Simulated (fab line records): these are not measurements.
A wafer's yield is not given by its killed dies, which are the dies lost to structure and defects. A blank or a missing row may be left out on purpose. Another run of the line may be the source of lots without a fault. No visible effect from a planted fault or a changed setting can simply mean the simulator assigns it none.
Matching of chambers | flow sky130 | SKY_VIA3_CMP_02 on cmp-01: 4 sister chambers
The step polishes SiO2. 4 wafers are shown with their chamber, then 10 later ones without.

== EACH WAFER AND ITS CHAMBER ==
wafer  | chamber | motor_current_A (A)
L081.1 | 1       | 12.2
L081.4 | 3       | 14.3
L089.2 | 0       | 10.9
L089.4 | 2       | 14.2

== WAFERS WITH NO CHAMBER GIVEN ==
wafer  | motor_current_A (A)
L089.5 | 10.7
L092.1 | 12.9
L092.5 | 12.9
L092.6 | 14.1
L091.1 | 10.8
L091.2 | 14.1
L091.3 | 12.4
L094.1 | 10.1
L094.3 | 15.0
L094.4 | 13.7

== EACH ONE'S CHAMBER ==
wafer  | from the rows above          | in truth
L089.5 | 0                            | 0
L092.1 | can't be placed: 1 or 2 or 3 | 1
L092.5 | can't be placed: 1 or 2 or 3 | 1
L092.6 | can't be placed: 2 or 3      | 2
L091.1 | 0                            | 0
L091.2 | can't be placed: 2 or 3      | 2
L091.3 | 1                            | 1
L094.1 | 0                            | 0
L094.3 | can't be placed: 3 or 2      | 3
L094.4 | can't be placed: 2 or 3      | 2
4 of 10 placed correctly. Cannot be placed on the basis of these rows: 6; the candidates contain the true chamber in 6. 0 placed wrongly.
How it was worked out, from the rows above alone: a wafer's distance from a chamber is the root of the sum, over the readings, of the square of ((its reading less the chamber's mean) divided by the reading's scatter). If the next closest chamber is less than 2 further off than the closest, the wafer can't be placed; otherwise it belongs to the closest. A chamber's mean is the mean of its shown wafers. The scatter: with one shown wafer a chamber, the root of the mean of the squares of how far each hidden wafer lies from its nearest shown one.
